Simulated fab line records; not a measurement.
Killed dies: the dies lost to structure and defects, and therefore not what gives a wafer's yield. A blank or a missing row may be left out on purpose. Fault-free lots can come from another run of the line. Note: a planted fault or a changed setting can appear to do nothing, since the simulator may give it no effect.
Chamber matching | flow sfqLine | SFQ_TRILAYER_I6_CMP_CMP_166 on cmp-01: 4 sister chambers
The step polishes SiO2. 14 wafers are shown with their chamber, then 7 later ones without.

## WAFERS, EACH WITH ITS CHAMBER
wafer  | chamber | motorCurrentA (A) | platenRpm (rpm) | timeToEndpointS (s)
L118.1 | 2       | 9.9               | 59.95           | 213
L118.5 | 2       | 10.1              | 60.01           | 216
L118.6 | 3       | 10.6              | 59.98           | 235
L119.2 | 0       | 8.8               | 59.98           | 229
L119.4 | 1       | 9.8               | 59.94           | 230
L119.6 | 1       | 10.1              | 59.96           | 220
L120.2 | 2       | 10.4              | 60.04           | 213
L120.4 | 3       | 10.9              | 60.04           | 227
L120.5 | 2       | 9.6               | 60.02           | 226
L129.2 | 2       | 9.7               | 60.03           | 190
L129.5 | 2       | 10.0              | 60.10           | 193
L129.6 | 3       | 10.8              | 59.99           | 224
L130.1 | 3       | 10.3              | 59.99           | 205
L130.4 | 2       | 9.7               | 60.03           | 209

SIGNATURES (means of the wafers above)
reading         | chamber 0 | chamber 1 | chamber 2 | chamber 3 | scatter within a chamber
motorCurrentA   | 8.800     | 9.950     | 9.914     | 10.650    | 0.269
platenRpm       | 59.9800   | 59.9500   | 60.0257   | 60.0000   | 0.0376
timeToEndpointS | 229.00    | 225.00    | 208.57    | 222.75    | 12.3
Rule: for each reading, subtract the chamber's mean from the wafer's reading, divide by that reading's scatter and square the result; add these up over the readings and take the root, which gives the wafer's distance from the chamber. If the next closest chamber is less than 2 further off than the closest, the wafer can't be placed; otherwise it belongs to the closest. The scatter is the square root of a quotient: the sum, over the shown wafers, of each reading's squared deviation from its chamber's mean, divided by wafers minus chambers.

## WAFERS MISSING THEIR CHAMBER
wafer  | motorCurrentA (A) | platenRpm (rpm) | timeToEndpointS (s)
L130.5 | 9.9               | 59.96           | 204
L135.1 | 8.9               | 59.99           | 210
L135.4 | 9.6               | 60.00           | 212
L135.6 | 9.1               | 59.99           | 225
L136.1 | 9.1               | 59.98           | 208
L136.2 | 10.3              | 60.01           | 209
L136.6 | 9.8               | 60.01           | 210

## EACH ONE'S CHAMBER
wafer  | from the rows above          | in truth
L130.5 | can't be placed: 1 or 2 or 3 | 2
L135.1 | 0                            | 0
L135.4 | can't be placed: 2 or 1 or 0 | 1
L135.6 | 0                            | 0
L136.1 | can't be placed: 0 or 2 or 1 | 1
L136.2 | can't be placed: 2 or 3 or 1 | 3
L136.6 | can't be placed: 2 or 1      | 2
2 of 7 placed correctly. Unplaceable from these rows: 5, with the true chamber sitting among the candidates in 5. Wrongly placed: 0.
